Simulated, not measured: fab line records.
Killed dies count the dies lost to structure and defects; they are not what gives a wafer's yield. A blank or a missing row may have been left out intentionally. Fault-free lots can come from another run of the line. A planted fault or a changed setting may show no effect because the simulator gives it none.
Code-filled problem report in 8D (eight disciplines) form || flow sfq-line || the parts of the form that need people (team, actions taken, sign-off) are left out

== 1. WHAT IS WRONG ==
Wafers without a fault read 70.1 s, standard deviation 0.55; run-length-s at SFQ_TRILAYER_I2_VIA_BARC_OPEN_VIA_ETCH_096 reads a mean of 74.9 s on 2 wafers belonging to 2 lots. That puts it +8.7 standard deviations away from the usual mean.
The step: etches BARC in O2, target depth 125 nm, time 41.7 s.
First observed at day 50 18:56: wafer L880.3, on rie-diel-02. Wafers with a number at this step in the record: 18, from 6 lots. By rule, "out" or "out of limits" means more than 4 standard deviations away from the usual mean. The other wafers with a number count as sound.

== 2. WHAT IT IS, AND WHAT IT ISN'T ==
{"question": "which readings at this step", "is": "run-length-s, oes-product-au", "is not": "drypump-motor-current-A, rf-fwd-power-W"}
{"question": "which lots", "is": "L880, L882", "is not": "L863, L864, L865, L866"}
{"question": "which wafers of those lots", "is": "L880.3, L882.1", "is not": "L880.2, L880.5, L882.3, L882.6"}
{"question": "read on which tools", "is": "rie-diel-02", "is not": "rie-diel-03"}
{"question": "when", "is": "from day 50 18:56", "is not": "up to then (14 sound wafers); but 2 sound wafers of L882 came after"}

== 3. SUSPECTS, AND WHAT RULES EACH OUT ==
Counting: if a tool at a process step up to the reading ran every lot that is out, it stays a suspect. Sound lots after the first of them don't rule it out here, since some wafers of a struck lot are sound.
- cmp-01 at SFQ_TRILAYER_I2_CMP_CMP_064 (polishes SiO2): kept. It ran every lot that is out, first L880 (day 44 06:10); its last sound lot up to then is L866 (day 37 07:26).
- rie-diel-02 at SFQ_TRILAYER_I2_VIA_BARC_OPEN_VIA_ETCH_096 (etches BARC in O2, target depth 125 nm, time 41.7 s): kept. It ran every lot that is out, first L880 (day 50 18:56); its last sound lot up to then is L866 (day 43 20:43). Its own oes-product-au, run-length-s readings are out on those wafers.
- Within rie-diel-02 at SFQ_TRILAYER_I2_VIA_BARC_OPEN_VIA_ETCH_096, the wafers that are out were processed in chamber 0 and their sound lot-mates in chamber 1.
Left after counting: cmp-01 at SFQ_TRILAYER_I2_CMP_CMP_064, rie-diel-02 at SFQ_TRILAYER_I2_VIA_BARC_OPEN_VIA_ETCH_096.

== 4. THE CAUSE (what the simulator had put in) ==
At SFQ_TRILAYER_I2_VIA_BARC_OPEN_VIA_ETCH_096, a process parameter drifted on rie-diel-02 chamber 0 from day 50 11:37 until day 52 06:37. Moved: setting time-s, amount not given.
After counting, 2 suspects remain, this tool included.

== 5. SEQUENCE OF EFFECTS, ordered by route ==
Each row: a reading where the mean over the struck wafers with a number is more than 3 standard deviations away from the usual. Readings are gone through only where the record gives a usual standard deviation; hours: the median, over the lots, of the time from a lot's start at the first step in this table giving one to that lot's start at this step; sigmas: the change measured in usual standard deviations.
{"hours": 0, "step": "SFQ_TRILAYER_I2_VIA_BARC_OPEN_VIA_ETCH_096", "reading": "oes-product-au", "usual": "0.685 a.u.", "on struck wafers": 0.657, "change": -0.028, "sigmas": -5.3}
{"hours": 0, "step": "SFQ_TRILAYER_I2_VIA_BARC_OPEN_VIA_ETCH_096", "reading": "run-length-s", "usual": "70.1 s", "on struck wafers": 74.9, "change": "+4.8", "sigmas": "+8.7"}
Its process steps:
- SFQ_TRILAYER_I2_VIA_BARC_OPEN_VIA_ETCH_096: etches BARC in O2, target depth 125 nm, time 41.7 s.

== 6. HOW IT WOULD HAVE BEEN CAUGHT EARLIER ==
In this record the first reading out of limits was taken at day 50 18:56, 7 hours after the fault began at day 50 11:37.
